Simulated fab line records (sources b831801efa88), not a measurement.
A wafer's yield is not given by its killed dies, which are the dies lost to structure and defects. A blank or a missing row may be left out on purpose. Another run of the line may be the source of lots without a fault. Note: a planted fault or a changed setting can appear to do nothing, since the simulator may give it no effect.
fab line records ; flow sky130
record: lots: 7; wafers: 19; last-day: 50
route steps=708 shown LI_CONTACT@369 PAD_OPEN@708
lots that met no fault: from a run of the same line without faults
start-h: hours from the record's first day to the start of the lot's first wafer shown ; wait-h: time in hours since the lot's previous step ; " unchanged from the row above ; L1.1+2: several wafers, shown together as one row ; - either no value or no given start ; * or withheld: withheld ; < > ~ a bound
route shown NAME@n: NAME is a module with steps in the file, n the number in the route of the first one ; usual: mean and standard deviation over wafers with no fault ; same: alike in all rows ; chamber/n: place in a boat ; sites: each site's reading ; _std_site: how widely they spread, as a standard deviation ; _edge_site: outer sites' mean less inner sites' ; radius-mm: how far each site lies from the wafer's centre ; mask NAME#n: copy n ; behind: the most recent tool/chamber to have shaped the wafer ; hold: why the lot went on hold/how many hours it stayed there/how the hold came to an end ; device: the transistor (n, p or np) that didn't switch ; end of line: at the end of the route, the tests of the same wafers ; a step given without rows: its recipe and nothing more ; killed: dies lost to structure and defects at the first sort, not the wafer's yield ; map: shows each die of a wafer: x if killed, . if not, _ if none is there
set.NAME: the setting as run; set.NAME@STEP: as run at that earlier step ; model.NAME: the simulator's own value behind a step, which no gauge read
a table for each step, a row for each wafer; lots at some steps of the route
services: from which hour (start-h, from the record's first day; less than 0 if before it) a tool's chamber was out of use, for how many hours, and why
== steps ==
step: SKY_LI_CONTACT_COAT_07
recipe: resist: KrF-thick; spin-rpm: 3000; resist-thk-nm: 450
step: SKY_LI_CONTACT_SOFTBAKE_08
recipe: temp-c: 100; time-s: 90; resist: KrF-thick
step: SKY_LI_CONTACT_EXPOSE_09
recipe: mask-id: LICM1; na: 0.8; source-shape: annular; sigma-inner: 0.55; sigma-outer: 0.85; target-cd-nm: 170; dose-mj: 38
step: SKY_LI_CONTACT_PEB_10
recipe: peb-temp-c: withheld; peb-time-s: withheld; resist: KrF-thick
step: SKY_LI_CONTACT_DEVELOP_11
recipe: develop-time-s: 60; resist: KrF-thick; dev-temp-c: 21
step: SKY_LI_CONTACT_CD_MEAS_12
recipe: target-cd-nm: 170
usual: cd-nm: 169.9/1.2
lot.wafer;tool;chamber;start-h;wait-h;cd-nm
L485.2;cd-sem-01;-;707.10;-;170.4
L485.4;cd-sem-01;-;707.10;-;170.6
L485.6;cd-sem-01;-;707.10;-;170.1
L489.1;cd-sem-01;-;742.23;-;169.1
L489.5;cd-sem-01;-;742.23;-;171.2
L489.6;cd-sem-01;-;742.23;-;169.5
L494.2;cd-sem-01;-;782.12;-;171.6
L494.6;cd-sem-01;-;782.12;-;170.0
L498.2;cd-sem-02;-;805.16;-;169.0
L498.4;cd-sem-02;-;805.16;-;167.4
L499.1;cd-sem-01;-;815.84;-;169.2
L499.3;cd-sem-01;-;815.84;-;169.4
L499.6;cd-sem-01;-;815.84;-;170.0
L501.2;cd-sem-02;-;826.26;-;170.4
L501.4;cd-sem-02;-;826.26;-;169.6
L501.5;cd-sem-02;-;826.26;-;169.7
L502.1;cd-sem-02;-;841.64;-;171.5
L502.3;cd-sem-02;-;841.64;-;171.8
L502.6;cd-sem-02;-;841.64;-;171.6
step: SKY_LI_CONTACT_OVL_MEAS_13
usual: LI_CONTACT_OVL: 4/5.5
lot.wafer;tool;chamber;start-h;wait-h;LI_CONTACT_OVL[nm]
L485.2;overlay-02;-;707.21;0.1;14
L485.4;overlay-02;-;707.21;0.1;10
L485.6;overlay-02;-;707.21;0.1;10
L489.1;overlay-01;-;742.35;0.1;3
L489.5;overlay-01;-;742.35;0.1;6
L489.6;overlay-01;-;742.35;0.1;6
L494.2;overlay-02;-;782.23;0.1;-4
L494.6;overlay-02;-;782.23;0.1;-1
L498.2;overlay-02;-;805.26;0.1;6
L498.4;overlay-02;-;805.26;0.1;3
L499.1;overlay-01;-;815.96;0.1;3
L499.3;overlay-01;-;815.96;0.1;-4
L499.6;overlay-01;-;815.96;0.1;-1
L501.2;overlay-02;-;826.36;0.1;-3
L501.4;overlay-02;-;826.36;0.1;-9
L501.5;overlay-02;-;826.36;0.1;-3
L502.1;overlay-01;-;841.76;0.1;6
L502.3;overlay-01;-;841.76;0.1;6
L502.6;overlay-01;-;841.76;0.1;6
step: SKY_LI_CONTACT_ETCH_14
recipe: chemistry: N2/H2; target: BARC; ion-energy-ev: 200; source-w: 500; bias-w: 100; pressure-mtorr: 30; n2-flow-sccm: 100; h2-flow-sccm: 200; stop-on: SiO2; time-s: 45.9; target-depth-a: 600
usual: drypump-motor-current-A: 5.9/0.41; oes-product-au: 0.855/0.0047; throttle-valve-pct: 13.224/0.0089
same: time-s: 45.9
lot.wafer;tool;chamber;start-h;wait-h;drypump-motor-current-A;oes-product-au;rf-hours-counter-h;throttle-valve-pct
L485.2;rie-diel-02;0;707.24;0.0;6.1;0.847;1;13.230
L485.4;rie-diel-02;1;707.24;0.0;6.2;0.860;-;13.237
L485.6;rie-diel-02;3;707.24;0.0;6.4;0.850;-;13.220
L489.1;rie-diel-02;3;742.39;0.0;6.4;0.855;42;13.231
L489.5;rie-diel-02;0;742.39;0.0;6.1;0.848;-;13.220
L489.6;rie-diel-02;3;742.39;0.0;6.4;0.847;-;13.214
L494.2;rie-diel-03;2;782.26;0.0;5.4;0.852;19;13.226
L494.6;rie-diel-03;1;782.26;0.0;5.1;0.861;-;13.226
L498.2;rie-diel-02;0;805.29;0.0;6.1;0.856;3;13.218
L498.4;rie-diel-02;1;805.29;0.0;6.2;0.856;3;13.239
L499.1;rie-diel-02;0;815.99;0.0;6.1;0.859;4;13.224
L499.3;rie-diel-02;2;815.99;0.0;5.4;0.855;2;13.241
L499.6;rie-diel-02;2;815.99;0.0;5.4;0.853;-;13.234
L501.2;rie-diel-03;2;826.39;0.0;5.4;0.845;20;13.240
L501.4;rie-diel-03;0;826.39;0.0;6.3;0.849;18;13.222
L501.5;rie-diel-03;1;826.39;0.0;5.1;0.853;-;13.227
L502.1;rie-diel-02;1;841.79;0.0;6.2;0.854;4;13.219
L502.3;rie-diel-02;0;841.79;0.0;6.1;0.853;4;13.238
L502.6;rie-diel-02;0;841.79;0.0;6.1;0.849;-;13.225
step: SKY_LI_CONTACT_ETCH_15
recipe: target: PSG; chemistry: C4F8/O2/Ar; stop-on: Si; taper-deg: 4.15; mask-material: KrF-thick; source-w: 1500; bias-w: 1200; pressure-mtorr: 40; c4f8-flow-sccm: withheld; O2_flow_sccm: 6; Ar_flow_sccm: 300; time-s: withheld; target-depth-a: 6000
usual: oes-product-au: 0.838/0.0046
lot.wafer;tool;chamber;start-h;wait-h;oes-product-au
L485.2;rie-diel-02;0;707.28;0.0;0.835
L485.4;rie-diel-02;1;707.28;0.0;0.843
L485.6;rie-diel-02;3;707.28;0.0;0.835
L489.1;rie-diel-02;3;742.43;0.0;0.842
L489.5;rie-diel-02;0;742.43;0.0;0.837
L489.6;rie-diel-02;3;742.43;0.0;0.837
L494.2;rie-diel-03;2;782.30;0.0;0.835
L494.6;rie-diel-03;1;782.30;0.0;0.842
L498.2;rie-diel-02;0;805.34;0.0;0.837
L498.4;rie-diel-02;1;805.34;0.0;0.834
L499.1;rie-diel-02;0;816.03;0.0;0.848
L499.3;rie-diel-02;2;816.03;0.0;0.842
L499.6;rie-diel-02;2;816.03;0.0;0.838
L501.2;rie-diel-03;2;826.44;0.0;0.845
L501.4;rie-diel-03;0;826.44;0.0;0.840
L501.5;rie-diel-03;1;826.44;0.0;0.848
L502.1;rie-diel-02;1;841.83;0.0;0.831
L502.3;rie-diel-02;0;841.83;0.0;0.835
L502.6;rie-diel-02;0;841.83;0.0;0.842
step: SKY_LI_CONTACT_STRIP_16
recipe: chemistry: O2/N2; power-w: 1400; pressure-mtorr: 1500; platen-temp-c: withheld; o2-flow-sccm: 3000; n2-flow-sccm: 300; overash-fraction: 0.5
usual: drypump-motor-current-A: 5.7/0.46; oes-product-au: 0.377/0.0056; strip-time-to-endpoint-s: 3.51/0.049
lot.wafer;tool;chamber;start-h;wait-h;drypump-motor-current-A;oes-product-au;rf-hours-counter-h;strip-time-to-endpoint-s
L485.2;plasma-asher-02;1;707.37;-;5.1;0.377;101;3.47
L485.4;plasma-asher-02;1;707.37;-;5.1;0.375;-;3.49
L485.6;plasma-asher-02;1;707.37;-;5.1;0.375;-;3.50
L489.1;plasma-asher-01;0;742.52;-;5.3;0.383;62;3.57
L489.5;plasma-asher-01;1;742.52;-;6.2;0.371;-;3.52
L489.6;plasma-asher-01;0;742.52;-;5.3;0.379;-;3.58
L494.2;plasma-asher-03;0;782.38;-;5.7;0.379;98;3.53
L494.6;plasma-asher-03;0;782.38;-;5.7;0.379;-;3.44
L498.2;plasma-asher-01;0;805.42;-;5.3;0.375;69;3.47
L498.4;plasma-asher-01;0;805.42;-;5.3;0.373;-;3.49
L499.1;plasma-asher-02;0;816.12;-;6.2;0.385;8;3.52
L499.3;plasma-asher-02;1;816.12;-;5.2;0.377;-;3.48
L499.6;plasma-asher-02;0;816.12;-;6.3;0.368;-;3.48
L501.2;plasma-asher-03;1;826.52;-;5.6;0.382;101;3.46
L501.4;plasma-asher-03;1;826.52;-;5.6;0.373;-;3.54
L501.5;plasma-asher-03;0;826.52;-;5.7;0.370;-;3.43
L502.1;plasma-asher-02;1;841.92;-;5.1;0.375;10;3.46
L502.3;plasma-asher-02;0;841.92;-;6.2;0.374;-;3.47
L502.6;plasma-asher-02;0;841.92;-;6.2;0.373;-;3.45
step: SKY_LI_CONTACT_CLEAN_17
recipe: chemistry: NMP; time-s: 600; temp-c: 60; dry: n2-spin
step: SKY_LI_CONTACT_PRE_CLEAN_18
recipe: gas: Ar; time-s: 5.6; bias-v: 358
step: SKY_LI_CONTACT_SPUTTER_19
recipe: material: Ti; target-thk-nm: 20; chamber-pressure-pa: 5; power-w: 2500; substrate-temp-c: 200; time-s: 106.37
usual: substrate-temp-c: 200.01/0.17; throttle-valve-pct: 29.9/1.1
lot.wafer;tool;chamber;start-h;wait-h;substrate-temp-c;throttle-valve-pct;model.Ti_of_LI_CONTACT_SPUTTER_19.thk-nm
L485.2;pvd-sputter-02;-;707.70;0.0;199.94;30.2;19.96
L485.4;pvd-sputter-02;-;707.70;0.0;199.94;27.4;19.82
L485.6;pvd-sputter-02;-;707.70;0.0;199.94;30.1;19.91
L489.1;pvd-sputter-01;-;742.81;0.0;199.92;31.0;19.94
L489.5;pvd-sputter-01;-;742.81;0.0;200.05;29.8;19.85
L489.6;pvd-sputter-01;-;742.81;0.0;199.87;31.6;19.8
L494.2;pvd-sputter-02;-;782.68;0.0;200.13;29.5;22.15
L494.6;pvd-sputter-02;-;782.68;0.0;199.84;29.7;22.08
L498.2;pvd-sputter-02;-;805.72;0.0;199.95;27.7;21.82
L498.4;pvd-sputter-02;-;805.72;0.0;200.03;30.2;20.17
L499.1;pvd-sputter-02;-;816.41;0.0;199.99;28.2;19.94
L499.3;pvd-sputter-02;-;816.41;0.0;199.94;29.7;19.97
L499.6;pvd-sputter-02;-;816.41;0.0;200.14;27.2;22.1
L501.2;pvd-sputter-04;-;826.82;0.0;199.94;28.5;19.78
L501.4;pvd-sputter-04;-;826.82;0.0;199.92;29.8;19.69
L501.5;pvd-sputter-04;-;826.82;0.0;199.92;31.0;19.89
L502.1;pvd-sputter-04;-;842.25;0.0;200.31;30.3;19.86
L502.3;pvd-sputter-04;-;842.25;0.0;199.86;30.9;19.57
L502.6;pvd-sputter-04;-;842.25;0.0;199.88;28.4;19.71
step: SKY_LI_CONTACT_SPUTTER_20
recipe: material: TiN; target-thk-nm: 20; chamber-pressure-pa: 5; power-w: 4000; time-s: 80
usual: throttle-valve-pct: 29.9/1.1
same: time-s: 80
lot.wafer;tool;chamber;start-h;wait-h;throttle-valve-pct
L485.2;pvd-sputter-02;-;707.77;0.0;30.4
L485.4;pvd-sputter-02;-;707.77;0.0;27.6
L485.6;pvd-sputter-02;-;707.77;0.0;30.3
L489.1;pvd-sputter-01;-;742.89;0.0;31.0
L489.5;pvd-sputter-01;-;742.89;0.0;29.8
L489.6;pvd-sputter-01;-;742.89;0.0;31.7
L494.2;pvd-sputter-02;-;782.76;0.0;29.7
L494.6;pvd-sputter-02;-;782.76;0.0;29.6
L498.2;pvd-sputter-02;-;805.79;0.0;27.3
L498.4;pvd-sputter-02;-;805.79;0.0;30.1
L499.1;pvd-sputter-02;-;816.49;0.0;28.3
L499.3;pvd-sputter-02;-;816.49;0.0;29.7
L499.6;pvd-sputter-02;-;816.49;0.0;27.5
L501.2;pvd-sputter-04;-;826.89;0.0;28.8
L501.4;pvd-sputter-04;-;826.89;0.0;29.9
L501.5;pvd-sputter-04;-;826.89;0.0;30.6
L502.1;pvd-sputter-04;-;842.32;0.0;30.3
L502.3;pvd-sputter-04;-;842.32;0.0;31.0
L502.6;pvd-sputter-04;-;842.32;0.0;28.5
step: SKY_PAD_OPEN_PROBE_99
usual: killed_at_M0_to_M3: 43/6.5; killed_at_M4_up: 3.1/1.8; killed-at-contacts: 24/5.6; killed-at-front-end: 15/4.2; killed-at-other: 0.3/0.5; killed-dies: 86/8.9; killed-open: 47/6.9; killed-short: 39/5.9
same: gross-dies: 492; killed-at-back-side: 0
lot.wafer;tool;chamber;start-h;wait-h;killed_at_M0_to_M3;killed_at_M4_up;killed-at-contacts;killed-at-front-end;killed-at-other;killed-dies;killed-open;killed-short
L485.2;prober-01;-;1097.03;0.1;50;7;24;12;0;93;50;42
L485.4;prober-01;-;1097.13;0.2;34;0;39;21;1;95;61;34
L485.6;prober-01;-;1097.23;0.2;37;2;26;26;0;91;53;38
killed by level:class
L485.2 VIA1:geometric-particle:open=14 CONTACT:geometric-particle:open=11 METAL2:geometric-particle:short=8 LI_CONTACT:geometric-particle:open=6 METAL4:geometric-particle:short=6 VIA1:geometric-particle:short=5 VIA2:geometric-particle:open=5 CONTACT:geometric-particle:short=4
L485.4 CONTACT:geometric-particle:open=17 LI_CONTACT:geometric-particle:open=11 VIA1:geometric-particle:open=8 VIA3:geometric-particle:open=7 POLY_GATE:geometric-particle:open=5 LOCAL_INTERCONNECT:geometric-particle:short=5 POLY_GATE:geometric-particle:short=4 LI_CONTACT:geometric-particle:short=4
L485.6 VIA1:geometric-particle:open=12 CONTACT:geometric-particle:open=8 LI_CONTACT:geometric-particle:open=6 FIELD_ISO:geometric-particle:open=5 VIA2:geometric-particle:open=5 FIELD_ISO:geometric-particle:short=4 POLY_GATE:geometric-particle:open=4 SPACER:geometric-particle:short=4
== services ==
tool;chamber;start-h;hours;kind
plasma-asher-03;-;690.31;0.4;repair
plasma-asher-01;-;694.85;2.8;pm
pvd-sputter-04;-;696.75;2.5;repair
rie-diel-02;2;701.54;5.8;repair
rie-diel-02;2;707.37;-;clean
rie-diel-02;2;707.37;37.8;scheduled-down
rie-diel-02;2;707.37;37.8;vent-cycle
rie-diel-02;3;708.49;2.4;repair
pvd-sputter-04;-;731.81;1.0;repair
plasma-asher-02;-;733.80;9.0;pm
rie-diel-03;-;739.79;14.6;pm
rie-diel-02;3;752.77;-;clean
rie-diel-02;3;752.77;28.4;scheduled-down
rie-diel-02;3;752.77;28.4;vent-cycle
plasma-asher-03;-;761.68;0.8;repair
pvd-sputter-02;-;772.52;4.3;repair
rie-diel-03;3;780.92;-;clean
rie-diel-03;3;780.92;16.8;scheduled-down
rie-diel-03;3;780.92;16.8;vent-cycle
rie-diel-02;2;787.87;7.6;repair
rie-diel-03;1;788.88;2.7;repair
plasma-asher-03;-;803.68;15.6;repair
rie-diel-02;0;811.91;2.8;repair
pvd-sputter-02;-;812.37;0.5;repair
== key ==
first-sign none at tools or gauges
model-effect: step: SKY_LI_CONTACT_SPUTTER_19; value: Ti_of_LI_CONTACT_SPUTTER_19.thk-nm; without: 19.93; struck: 22.04
met-at SKY_LI_CONTACT_SPUTTER_19
struck-wafers L494.2,L494.6,L498.2,L499.6
tester-left-out L494,L498,L499
onset-between 707.70 782.68
fault: kind: process-parameter-drift; tool: pvd-sputter-02; chamber: -; onset-h: 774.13; steps: SKY_LI_CONTACT_SPUTTER_19; channel: target-thk-nm; offset: 2.1105; shape: step; end-h: 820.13; scope: struck-wafers-only; acts-in: these-recipes-only; stated: 20
tester-left-out: of these lots the tester's yield and bins aren't shown, on N5 and GAA mostly nor the transistor test; their killed dies are dies lost to structure and defects alone, not to doping, threshold or leakage, so they don't give the yield
